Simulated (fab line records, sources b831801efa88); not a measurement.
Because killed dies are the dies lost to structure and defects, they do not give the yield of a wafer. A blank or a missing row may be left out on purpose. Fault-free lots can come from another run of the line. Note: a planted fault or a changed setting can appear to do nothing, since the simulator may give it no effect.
The same fault as seen by 2 desks + flow gf180mcu + each desk has only its own numbers; what lay behind them comes last

METROLOGY DESK
Lot by lot, what the gauges showed, no matter which tool ran the lot: averages of those sampled wafers that carry a number. Any lot whose mean is over 4 standard deviations away from the usual mean is out of limits and marked OUT; that distance is given in the brackets.
Columns: A = POLY_GATE_OVL at GF_POLY_GATE_OVL_MEAS_11, usual 0 nm; B = HV_LDD_OVL at GF_HV_LDD_OVL_MEAS_08, usual -0.3 nm; C = HV_LDD_03_OVL at GF_HV_LDD_OVL_MEAS_47, usual -0.3 nm
| lot  | first seen here | A  | B    | C    |
|------|-----------------|----|------|------|
| L392 | day 9 05:07     | -8 | 0.3  | 0.7  |
| L393 | day 9 11:16     | 8  | -0.5 | 0.3  |
| L394 | day 9 15:32     | -4 | -0.6 | 1.4  |
| L395 | day 10 01:44    | 10 | 0.5  | -0.9 |
| L396 | day 10 12:41    | 6  | -0.5 | -2.4 |
| L397 | day 10 13:47    | -4 | -0.9 | -1.5 |
| L398 | day 11 04:48    | -6 | 1.0  | -0.8 |
| L400 | day 11 12:56    | -6 | -0.7 | 1.0  |
| L401 | day 11 23:46    | -1 | -0.6 | -0.4 |
| L404 | day 12 21:20    | 1  | 0.6  | -3.0 |
| L406 | day 13 10:25    | -8 | 1.4  | 0.2  |
| L408 | day 14 03:37    | 1  | -0.4 | 0.3  |
| L409 | day 14 05:26    | 1  | 0.3  | -0.7 |
| L414 | day 15 17:20    | 1  | -0.8 | -1.3 |
Result from this desk: across the 14 lots, nothing is out of limits.

DESK OF THE TOOL OWNER: litho track-04
Per lot that ran on this tool, the mean of the sampled wafers carrying a number, from the tool's own readings at GF_PSD_SOFTBAKE_03 (time 60 s). Any lot whose mean is over 4 standard deviations away from the usual mean is out of limits and marked OUT; that distance is given in the brackets.
Columns: A = heater power total W at GF_PSD_SOFTBAKE_03, usual 56.60 W; B = resist line temp C at GF_PSD_SOFTBAKE_03, usual 22.99 C; C = run length s at GF_PSD_SOFTBAKE_03, usual 88.95 s
| lot  | first seen here | A                       | B     | C               |
|------|-----------------|-------------------------|-------|-----------------|
| L392 | day 13 18:10    | 56.59                   | 22.85 | 89.22           |
| L393 | day 14 04:40    | 56.57                   | 23.05 | 89.24           |
| L395 | day 14 19:40    | 56.57                   | 22.86 | 89.22           |
| L396 | day 15 10:10    | 56.59                   | 22.91 | 89.16           |
| L408 | day 19 20:29    | 61.90 (+99 or more) OUT | 22.93 | 75.15 (-53) OUT |
| L409 | day 19 21:43    | 61.91 (+99 or more) OUT | 22.94 | 75.05 (-53) OUT |
This desk's verdict: out of limits on L408, L409, starting with L408 at day 19 20:29 (heater power total W at GF_PSD_SOFTBAKE_03). L392, L393, L395, L396: within limits.

TAKEN TOGETHER
At day 19 20:29, on L408, L409, the tool owner's desk was in a position to raise an alarm.
Metrology desk: nothing out of limits seen.
The metrology desk holds a record of L408, L409, inside its limits.
Of the lots named, all ran GF_PSD_SOFTBAKE_03 on litho track-04.

WHAT WAS PUT IN BY THE SIMULATOR
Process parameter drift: litho track-04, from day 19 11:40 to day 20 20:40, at GF_PSD_SOFTBAKE_03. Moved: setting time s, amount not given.
Lots struck among those shown: L408, L409.
How many hours passed from the start of the fault until each desk's first out-of-limits reading: the tool owner's desk, 9.
